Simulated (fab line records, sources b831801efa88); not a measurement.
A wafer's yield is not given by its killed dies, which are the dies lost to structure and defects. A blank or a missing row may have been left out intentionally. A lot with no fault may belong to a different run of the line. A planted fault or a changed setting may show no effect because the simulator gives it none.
fab line records	flow sfqLine
[record] lots = 6	wafers = 18	lastDay = 83
route steps=325 shown I1@77 M2@88 I2@103 M3@118 M8@325
lots that met no fault: from a run of the same line without faults
startH: hours from the record's first day to the start of the lot's first wafer shown	waitH: how many hours have passed since the lot's step before this one	" unchanged from the row above	L1.1+2: a row that stands for several wafers	- either no value or no given start	* or withheld: withheld	< > ~ a bound
route shown NAME@n: names a module that has steps shown in the file, with the first one's number in the route	usual: mean and standard deviation over wafers with no fault	same: alike in all rows	chamber/n: place in a boat	sites: each site's reading	_std_site: standard deviation of those values	_edge_site: mean of outer sites minus mean of inner sites	radiusMm: how far each site lies from the wafer's centre	mask NAME#n: copy n	behind: the tool/chamber that last shaped the wafer	hold: reason for holding the lot/hours on hold/outcome of the hold	device: the transistor (n, p or np) that didn't switch	end of line: tests run on the same wafers once the route is complete	step lacking rows: just its recipe	killed: dies lost to structure and defects at the first sort, not the wafer's yield	map: a wafer's dies, x killed, . not, _ none there
set.NAME: the setting the step ran with; set.NAME@STEP: the setting that earlier step ran with	model.NAME: the simulator's own value behind a step, which no gauge read
certain route steps with their lots: each step a table, each wafer a row
services: when a tool's chamber went out of use (startH, in hours from the record's first day, below 0 if earlier), for how many hours, and the reason
[[steps]]
[step SFQ_TRILAYER_I1_VIA_LITHO_COAT_054]
[recipe] resist = BARC	spinRpm = 3000	resistThkNm = 62
[step SFQ_TRILAYER_I1_VIA_LITHO_COAT_049]
[recipe] resist = KrF	spinRpm = 3000	resistThkNm = 650
[step SFQ_TRILAYER_I1_VIA_LITHO_SOFTBAKE_053]
[recipe] tempC = withheld	timeS = withheld	resist = KrF
[step SFQ_TRILAYER_I1_VIA_LITHO_EXPOSE_050]
[recipe] maskId = I1	na = 0.6	sourceShape = conventional	sigmaOuter = 0.65	targetCdNm = 500	doseMj = 21.3
[step SFQ_TRILAYER_I1_VIA_LITHO_PEB_052]
[recipe] pebTempC = 115	pebTimeS = 60	resist = KrF
[step SFQ_TRILAYER_I1_VIA_LITHO_DEVELOP_051]
[recipe] timeS = 60	resist = KrF
[step SFQ_I1_OVL_MEAS_913]
[usual] I1_OVL = -1/4.5
lot.wafer	tool	chamber	startH	waitH	I1_OVL[nm]
L448.2	overlay-01	-	369.02	0.1	-2
L448.3	"	-	"	"	2
L448.5	"	-	"	"	1
L454.1	overlay-02	-	579.48	0.1	6
L454.2	"	-	"	"	4
L454.5	"	-	"	"	11
L458.1	overlay-01	-	614.48	0.1	2
L458.3	"	-	"	"	-1
L458.5	"	-	"	"	-3
L459.1	overlay-02	-	625.71	0.1	5
L459.2	"	-	"	"	3
L459.3	"	-	"	"	5
L466.1	overlay-01	-	831.25	0.1	-1
L466.5	"	-	"	"	-1
L466.6	"	-	"	"	-1
L471.2	overlay-02	-	878.18	0.1	6
L471.5	"	-	"	"	2
L471.6	"	-	"	"	6
[step SFQ_TRILAYER_I1_VIA_BARC_OPEN_VIA_ETCH_071]
[recipe] maskMaterial = PR	chemistry = O2	targetDepthNm = 125	target = BARC	sourceW = 500	biasW = 80	pressureMtorr = 30	timeS = 41.7
[step SFQ_TRILAYER_I1_VIA_ETCH_VIA_ETCH_052]
[recipe] target = SiO2	stopOn = Nb	maskMaterial = PR	taperDeg = 20	chemistry = CHF3	targetDepthNm = 260	sourceW = 500	biasW = 80	pressureMtorr = 30	timeS = withheld
[usual] drypumpMotorCurrentA = 5.8/0.39	oesProductAu = 0.855/0.0049
lot.wafer	tool	chamber	startH	waitH	drypumpMotorCurrentA	oesProductAu
L448.2	rieDiel-04	2	369.09	0.0	6.2	0.851
L448.3	"	3	"	"	5.6	0.854
L448.5	"	0	"	"	5.4	0.854
L454.1	rieDiel-03	0	579.55	0.0	5.2	0.857
L454.2	"	3	"	"	6.2	0.858
L454.5	"	0	"	"	5.2	0.858
L458.1	rieDiel-03	2	614.56	0.0	6.1	0.858
L458.3	"	0	"	"	5.2	0.850
L458.5	"	0	"	"	5.1	0.852
L459.1	rieDiel-01	0	625.78	0.0	5.4	0.851
L459.2	"	2	"	"	5.3	0.857
L459.3	"	3	"	"	6.3	0.856
L466.1	rieDiel-01	1	831.33	0.0	5.4	0.851
L466.5	"	0	"	"	5.5	0.848
L466.6	"	1	"	"	5.4	0.852
L471.2	rieDiel-04	0	878.25	0.0	5.4	0.851
L471.5	"	2	"	"	6.2	0.847
L471.6	"	3	"	"	5.6	0.865
[step SFQ_TRILAYER_I1_VIA_STRIP_STRIP_053]
[recipe] gas = O2	powerW = 200	platenTempC = 40	overashFraction = 0.65	chemistry = O2	pressureMtorr = 50
[usual] drypumpMotorCurrentA = 5.9/0.49	oesProductAu = 0.994/0.0073
lot.wafer	tool	chamber	startH	waitH	drypumpMotorCurrentA	oesProductAu	rfHoursCounterH
L448.2	rieMetal-03	0	369.20	-	6.3	1.005	17
L448.3	"	1	"	"	6.5	1.001	-
L448.5	"	1	"	"	6.4	0.997	-
L454.1	rieMetal-03	0	579.67	-	6.3	0.993	53
L454.2	"	1	"	"	6.5	0.992	44
L454.5	"	0	"	"	6.3	1.001	-
L458.1	rieMetal-01	0	614.67	-	5.9	1.000	5
L458.3	"	0	"	"	5.8	0.996	-
L458.5	"	1	"	"	6.1	0.988	-
L459.1	rieMetal-04	0	625.90	-	6.2	0.992	12
L459.2	"	1	"	"	5.0	0.997	138
L459.3	"	1	"	"	5.0	1.004	-
L466.1	rieMetal-04	0	831.44	-	6.2	0.989	45
L466.5	"	0	"	"	6.2	0.987	-
L466.6	"	1	"	"	5.1	0.989	-
L471.2	rieMetal-04	0	878.37	-	6.2	0.991	54
L471.5	"	0	"	"	6.2	0.992	-
L471.6	"	1	"	"	5.0	1.001	-
[step SFQ_TRILAYER_I1_VIA_STRIP_SOLV_CLEAN_054]
[recipe] chemistry = NMP	tempC = 70	timeS = 600
[step SFQ_TRILAYER_M2_DEP_PRE_CLEAN_056]
[recipe] gas = Ar	timeS = 22.5	biasV = 250
[step SFQ_TRILAYER_M2_DEP_SPUTTER_055]
[recipe] material = Nb	basePressurePa = 1.33e-06	chamberPressurePa = 0.1333	substrateTempC = 20	resputterCathodeVoltageV = 400	targetThkNm = 200	powerW = 2000	timeS = 133.3
[usual] throttleValvePct = 29.9/1.2
lot.wafer	tool	chamber	startH	waitH	throttleValvePct	model.Nb_of_TRILAYER_M2_DEP_SPUTTER_055.thkNm
L448.2	pvdSputter-03	-	370.00	0.0	29.1	201.5
L448.3	"	-	"	"	31.4	201.2
L448.5	"	-	"	"	31.3	200.9
L454.1	pvdSputter-04	-	580.47	0.0	29.4	200.5
L454.2	"	-	"	"	29.2	201
L454.5	"	-	"	"	30.4	203.1
L458.1	pvdSputter-03	-	616.00	0.0	30.3	200.8
L458.3	"	-	"	"	28.9	335.2
L458.5	"	-	"	"	31.4	201
L459.1	pvdSputter-03	-	626.88	0.0	31.6	200.1
L459.2	"	-	"	"	28.8	203
L459.3	"	-	"	"	30.4	330.8
L466.1	pvdSputter-06	-	832.25	0.0	28.0	200.2
L466.5	"	-	"	"	28.3	199.7
L466.6	"	-	"	"	28.8	199.4
L471.2	pvdSputter-06	-	879.39	0.0	28.1	199.9
L471.5	"	-	"	"	28.0	201.2
L471.6	"	-	"	"	30.7	198.3
[step SFQ_M2_RS_MEAS_914]
[recipe] thkMeasGauge = four-point-probe	reads = Nb_of_TRILAYER_M2_DEP_SPUTTER_055
[usual] M2_NB_RS = 0.891/0.01
lot.wafer	tool	chamber	startH	waitH	M2_NB_RS[ohm/sq]
L448.2	filmMetro-03	-	370.12	0.1	0.885
L448.3	"	-	"	"	0.885
L448.5	"	-	"	"	0.888
L454.1	filmMetro-03	-	580.56	0.0	0.889
L454.2	"	-	"	"	0.888
L454.5	"	-	"	"	0.877
L458.1	filmMetro-01	-	616.09	0.0	0.887
L458.3	"	-	"	"	0.530
L458.5	"	-	"	"	0.888
L459.1	filmMetro-01	-	626.97	0.0	0.891
L459.2	"	-	"	"	0.875
L459.3	"	-	"	"	0.536
L466.1	filmMetro-01	-	832.34	0.0	0.892
L466.5	"	-	"	"	0.893
L466.6	"	-	"	"	0.895
L471.2	filmMetro-02	-	879.50	0.1	0.891
L471.5	"	-	"	"	0.886
L471.6	"	-	"	"	0.898
[step SFQ_TRILAYER_M2_LITHO_COAT_062]
[recipe] resist = BARC	spinRpm = 3000	resistThkNm = 62
[step SFQ_TRILAYER_M2_LITHO_COAT_057]
[recipe] resist = KrF	spinRpm = 3000	resistThkNm = 600
[step SFQ_TRILAYER_M2_LITHO_SOFTBAKE_061]
[recipe] tempC = withheld	timeS = withheld	resist = KrF
[step SFQ_TRILAYER_M2_LITHO_EXPOSE_058]
[recipe] maskId = M2	na = 0.6	sourceShape = conventional	sigmaOuter = 0.65	targetCdNm = 500	doseMj = 14.4
[step SFQ_TRILAYER_M2_LITHO_PEB_060]
[recipe] pebTempC = 115	pebTimeS = 60	resist = KrF
[step SFQ_TRILAYER_M2_LITHO_DEVELOP_059]
[recipe] timeS = 60	resist = KrF
[step SFQ_M2_OVL_MEAS_916]
[usual] M2_OVL = 2/5.1
lot.wafer	tool	chamber	startH	waitH	M2_OVL[nm]
L448.2	overlay-01	-	515.31	0.1	6
L448.3	"	-	"	"	0
L448.5	"	-	"	"	6
L454.1	overlay-02	-	723.32	0.1	4
L454.2	"	-	"	"	10
L454.5	"	-	"	"	4
L458.1	overlay-02	-	771.32	0.1	-6
L458.3	"	-	"	"	5
L458.5	"	-	"	"	2
L459.1	overlay-02	-	780.92	0.1	2
L459.2	"	-	"	"	7
L459.3	"	-	"	"	14
L466.1	overlay-02	-	834.96	0.1	-11
L466.5	"	-	"	"	-7
L466.6	"	-	"	"	-2
L471.2	overlay-01	-	882.96	0.1	0
L471.5	"	-	"	"	-1
L471.6	"	-	"	"	3
[step SFQ_TRILAYER_M2_BARC_OPEN_METAL_ETCH_077]
[recipe] maskMaterial = PR	chemistry = O2	targetDepthNm = 125	target = BARC	icpW = 600	biasW = 80	pressureMtorr = 10	timeS = 41.7
[step SFQ_TRILAYER_M2_ETCH_METAL_ETCH_060]
[recipe] target = Nb	stopOn = SiO2	maskMaterial = PR	chemistry = Cl2/Ar	targetDepthNm = 240	icpW = 600	biasW = 80	pressureMtorr = 10	timeS = 120
[usual] drypumpMotorCurrentA = 5.7/0.66	oesProductAu = 0.894/0.007
lot.wafer	tool	chamber	startH	waitH	drypumpMotorCurrentA	oesProductAu	rfHoursCounterH
L448.2	rieMetal-04	1	515.40	0.0	5.0	0.898	117
L448.3	"	1	"	"	5.1	0.902	-
L448.5	"	0	"	"	6.2	0.896	-
L454.1	rieMetal-02	0	723.47	0.1	4.8	0.896	61
L454.2	"	0	"	"	4.8	0.903	-
L454.5	"	0	"	"	4.8	0.903	-
L458.1	rieMetal-04	0	771.47	0.1	6.2	0.905	35
L458.3	"	0	"	"	6.2	0.998	-
L458.5	"	0	"	"	6.2	0.896	-
L459.1	rieMetal-03	0	781.01	0.0	6.3	0.902	82
L459.2	"	1	"	"	6.4	0.902	74
L459.3	"	1	"	"	6.5	0.995	-
L466.1	rieMetal-03	1	835.05	0.0	6.4	0.897	83
L466.5	"	0	"	"	6.3	0.896	-
L466.6	"	1	"	"	6.4	0.889	-
L471.2	rieMetal-04	0	883.05	0.0	6.2	0.896	55
L471.5	"	1	"	"	5.1	0.889	-
L471.6	"	0	"	"	6.2	0.888	-
[step SFQ_TRILAYER_M2_STRIP_STRIP_061]
[recipe] gas = O2	powerW = 200	platenTempC = 40	overashFraction = 0.65	chemistry = O2	pressureMtorr = 50
[step SFQ_TRILAYER_M2_STRIP_SOLV_CLEAN_062]
[recipe] chemistry = NMP	tempC = 70	timeS = 600
[step SFQ_TRILAYER_I2_DEP_PECVD_063]
[recipe] material = SiO2	tempC = 150	timeS = 111.11	pressureTorr = 2.4	rfW = 183.3	precursor = SiH4/N2O	targetThkNm = 500
[step SFQ_TRILAYER_I2_CMP_CMP_064]
[recipe] material = SiO2	downForcePsi = 3	platenRpm = 60	padVelocityMS = 0.94248
[step SFQ_I2_BOW_MEAS_917]
[recipe] mode = bow
[usual] I2_BOW = 5/7.8
lot.wafer	tool	chamber	startH	waitH	I2_BOW[um]
L448.2	filmMetro-02	-	535.21	2.0	7
L448.3	"	-	"	"	4
L448.5	"	-	"	"	2
L454.1	filmMetro-03	-	728.59	1.0	6
L454.2	"	-	"	"	4
L454.5	"	-	"	"	7
L458.1	filmMetro-02	-	789.79	1.5	4
L458.3	"	-	"	"	-6
L458.5	"	-	"	"	2
L459.1	filmMetro-03	-	804.79	1.0	4
L459.2	"	-	"	"	16
L459.3	"	-	"	"	9
L466.1	filmMetro-03	-	873.79	2.0	-7
L466.5	"	-	"	"	4
L466.6	"	-	"	"	0
L471.2	filmMetro-03	-	927.20	2.0	3
L471.5	"	-	"	"	2
L471.6	"	-	"	"	8
[step SFQ_TRILAYER_I2_METRO_MEASURE_065]
[step SFQ_TRILAYER_I2_VIA_LITHO_COAT_072]
[recipe] resist = BARC	spinRpm = 3000	resistThkNm = 62
[step SFQ_TRILAYER_I2_VIA_LITHO_COAT_067]
[recipe] resist = KrF	spinRpm = 3000	resistThkNm = 650
[step SFQ_TRILAYER_I2_VIA_LITHO_SOFTBAKE_071]
[recipe] tempC = withheld	timeS = withheld	resist = KrF
[step SFQ_TRILAYER_I2_VIA_LITHO_EXPOSE_068]
[recipe] maskId = I2	na = 0.6	sourceShape = conventional	sigmaOuter = 0.65	targetCdNm = 500	doseMj = 21.3
[step SFQ_TRILAYER_I2_VIA_LITHO_PEB_070]
[recipe] pebTempC = 115	pebTimeS = 60	resist = KrF
[step SFQ_TRILAYER_I2_VIA_LITHO_DEVELOP_069]
[recipe] timeS = 60	resist = KrF
[step SFQ_I2_OVL_MEAS_918]
[usual] I2_OVL = -2/5.8
lot.wafer	tool	chamber	startH	waitH	I2_OVL[nm]
L448.2	overlay-02	-	550.11	0.1	2
L448.3	"	-	"	"	7
L448.5	"	-	"	"	7
L454.1	overlay-02	-	881.78	0.1	-7
L454.2	"	-	"	"	4
L454.5	"	-	"	"	1
L458.1	overlay-01	-	921.48	0.1	-12
L458.3	"	-	"	"	-7
L458.5	"	-	"	"	-11
L459.1	overlay-01	-	934.68	0.1	1
L459.2	"	-	"	"	4
L459.3	"	-	"	"	5
L466.1	overlay-02	-	993.53	0.1	-10
L466.5	"	-	"	"	-5
L466.6	"	-	"	"	-6
L471.2	overlay-01	-	1044.06	0.1	-4
L471.5	"	-	"	"	3
L471.6	"	-	"	"	-5
[step SFQ_TRILAYER_I2_VIA_BARC_OPEN_VIA_ETCH_096]
[recipe] maskMaterial = PR	chemistry = O2	targetDepthNm = 125	target = BARC	sourceW = 500	biasW = 80	pressureMtorr = 30	timeS = 41.7
[usual] drypumpMotorCurrentA = 5.6/0.47	oesProductAu = 0.684/0.0047
lot.wafer	tool	chamber	startH	waitH	drypumpMotorCurrentA	oesProductAu	rfHoursCounterH
L448.2	rieDiel-04	1	550.14	0.0	6.2	0.680	1
L448.3	"	3	"	"	5.6	0.680	7
L448.5	"	3	"	"	5.6	0.692	-
L454.1	rieDiel-04	0	881.81	0.0	5.4	0.685	11
L454.2	"	3	"	"	5.6	0.684	11
L454.5	"	0	"	"	5.5	0.675	-
L458.1	rieDiel-01	3	921.52	0.0	6.2	0.685	8
L458.3	"	0	"	"	5.4	0.681	8
L458.5	"	2	"	"	5.3	0.686	-
L459.1	rieDiel-04	0	934.72	0.0	5.4	0.683	12
L459.2	"	3	"	"	5.6	0.689	13
L459.3	"	2	"	"	6.2	0.679	6
L466.1	rieDiel-02	3	993.57	0.0	6.1	0.679	3
L466.5	"	2	"	"	5.3	0.684	-
L466.6	"	1	"	"	5.7	0.676	-
L471.2	rieDiel-01	2	1044.09	0.0	5.3	0.677	4
L471.5	"	2	"	"	5.3	0.687	-
L471.6	"	1	"	"	5.4	0.681	-
[step SFQ_TRILAYER_I2_VIA_ETCH_VIA_ETCH_070]
[recipe] target = SiO2	stopOn = Nb	maskMaterial = PR	taperDeg = 20	chemistry = CHF3	targetDepthNm = 260	sourceW = 500	biasW = 80	pressureMtorr = 30	timeS = withheld
[usual] drypumpMotorCurrentA = 5.6/0.47	oesProductAu = 0.854/0.0053
lot.wafer	tool	chamber	startH	waitH	drypumpMotorCurrentA	oesProductAu
L448.2	rieDiel-04	1	550.18	0.0	6.2	0.852
L448.3	"	3	"	"	5.6	0.850
L448.5	"	3	"	"	5.6	0.859
L454.1	rieDiel-04	0	881.85	0.0	5.5	0.857
L454.2	"	3	"	"	5.6	0.848
L454.5	"	0	"	"	5.5	0.843
L458.1	rieDiel-01	3	921.56	0.0	6.3	0.855
L458.3	"	0	"	"	5.5	0.851
L458.5	"	2	"	"	5.3	0.850
L459.1	rieDiel-04	0	934.76	0.0	5.5	0.863
L459.2	"	3	"	"	5.6	0.850
L459.3	"	2	"	"	6.2	0.850
L466.1	rieDiel-02	3	993.61	0.0	6.1	0.850
L466.5	"	2	"	"	5.2	0.850
L466.6	"	1	"	"	5.7	0.854
L471.2	rieDiel-01	2	1044.13	0.0	5.3	0.844
L471.5	"	2	"	"	5.3	0.850
L471.6	"	1	"	"	5.4	0.852
[step SFQ_TRILAYER_I2_VIA_STRIP_STRIP_071]
[recipe] gas = O2	powerW = 200	platenTempC = 40	overashFraction = 0.65	chemistry = O2	pressureMtorr = 50
[usual] drypumpMotorCurrentA = 5.5/0.57	oesProductAu = 0.999/0.0095
lot.wafer	tool	chamber	startH	waitH	drypumpMotorCurrentA	oesProductAu	rfHoursCounterH
L448.2	rieMetal-02	1	550.29	-	6.0	1.002	154
L448.3	"	1	"	"	6.0	0.992	-
L448.5	"	1	"	"	6.0	0.990	-
L454.1	rieMetal-02	0	881.97	-	4.8	1.012	90
L454.2	"	1	"	"	6.0	0.997	42
L454.5	"	0	"	"	4.9	1.013	-
L458.1	rieMetal-01	0	921.67	-	5.8	1.004	53
L458.3	"	1	"	"	6.1	0.993	-
L458.5	"	1	"	"	6.0	0.988	-
L459.1	rieMetal-01	0	934.87	-	5.9	0.996	55
L459.2	"	1	"	"	6.0	0.991	81
L459.3	"	0	"	"	5.8	0.992	-
L466.1	rieMetal-01	1	993.72	-	6.0	1.000	90
L466.5	"	0	"	"	5.9	0.999	-
L466.6	"	1	"	"	6.1	1.001	-
L471.2	rieMetal-01	0	1044.25	-	5.9	1.005	71
L471.5	"	0	"	"	5.9	0.995	-
L471.6	"	1	"	"	6.1	1.006	-
[step SFQ_TRILAYER_I2_VIA_STRIP_SOLV_CLEAN_072]
[recipe] chemistry = NMP	tempC = 70	timeS = 600
[step SFQ_TRILAYER_M3_DEP_PRE_CLEAN_074]
[recipe] gas = Ar	timeS = 22.5	biasV = 250
[step SFQ_M8_BOW_MEAS_951]
[recipe] mode = bow
[usual] M8_BOW = 10/11
lot.wafer	tool	chamber	startH	waitH	M8_BOW[um]	model.etest.m2.combLog10Ohm	model.etest.m2.ohmSq
L448.2	filmMetro-02	-	1809.72	0.0	19	12	0.8839
L448.3	"	-	"	"	17	12	0.8855
L448.5	"	-	"	"	12	12	0.8869
L454.1	filmMetro-02	-	1824.12	0.0	11	12	0.8886
L454.2	"	-	"	"	10	12	0.8864
L454.5	"	-	"	"	13	12	0.8772
L458.1	filmMetro-04	-	1881.88	0.0	4	12	0.887
L458.3	"	-	"	"	-7	0	0.5315
L458.5	"	-	"	"	1	12	0.8863
L459.1	filmMetro-04	-	1884.29	0.0	9	12	0.8905
L459.2	"	-	"	"	18	12	0.8774
L459.3	"	-	"	"	14	0	0.5385
L466.1	filmMetro-02	-	1895.09	0.0	-7	12	0.8898
L466.5	"	-	"	"	5	12	0.8919
L466.6	"	-	"	"	2	12	0.8935
L471.2	filmMetro-03	-	1986.40	0.0	2	12	0.8913
L471.5	"	-	"	"	1	12	0.8855
L471.6	"	-	"	"	8	12	0.8986
[[services]]
tool	chamber	startH	hours	kind
rieDiel-04	0	413.14	8.2	repair
rieDiel-04	2	419.55	2.5	repair
rieDiel-01	0	460.26	3.2	repair
rieDiel-04	3	477.91	2.5	repair
rieDiel-01	3	482.45	15.5	repair
rieDiel-04	-	487.50	0.3	repair
rieDiel-01	3	527.71	24.1	repair
rieDiel-01	2	531.31	1.7	repair
rieDiel-01	0	533.58	8.6	repair
rieDiel-04	2	533.77	4.6	repair
rieDiel-04	3	534.09	6.8	repair
rieDiel-04	-	579.75	0.6	repair
rieDiel-01	0	581.85	4.9	repair
rieMetal-04	-	589.99	1.6	repair
rieMetal-04	0	630.02	3.7	repair
rieDiel-04	-	700.05	14.6	pm
rieDiel-04	0	760.55	9.2	repair
rieDiel-04	1	783.60	10.7	repair
rieDiel-04	0	825.81	17.3	repair
rieDiel-04	0	902.64	4.3	repair
rieDiel-04	-	937.97	2.8	pm
rieDiel-04	0	1021.38	9.0	repair
rieDiel-04	1	1033.94	3.1	repair
rieDiel-04	1	1041.19	5.1	repair
[[key]]
[firstSign] step = SFQ_M2_RS_MEAS_914	reading = M2_NB_RS	direction = down	sigmas = 36	usual = 0.891	struck = 0.533
[effect] step = SFQ_TRILAYER_M2_ETCH_METAL_ETCH_060	reading = oesProductAu	direction = up	sigmas = 15	usual = 0.894	struck = 0.996
[modelEffect] step = SFQ_TRILAYER_M2_DEP_SPUTTER_055	value = Nb_of_TRILAYER_M2_DEP_SPUTTER_055.thkNm	without = 201.9	struck = 333
[modelEffect] step = SFQ_M8_BOW_MEAS_951	value = etest.m2.combLog10Ohm	without = 12	struck = 0
metAt SFQ_TRILAYER_M2_DEP_SPUTTER_055
struckWafers L458.3,L459.3
onsetBetween 370.00 616.00
[fault] kind = processParameterDrift	tool = pvdSputter-03	chamber = -	onsetH = 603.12	steps = SFQ_TRILAYER_M2_DEP_SPUTTER_055	channel = targetThkNm	offset = 131.08	shape = step	endH = 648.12	scope = struckWafersOnly	actsIn = theseRecipesOnly	stated = 200
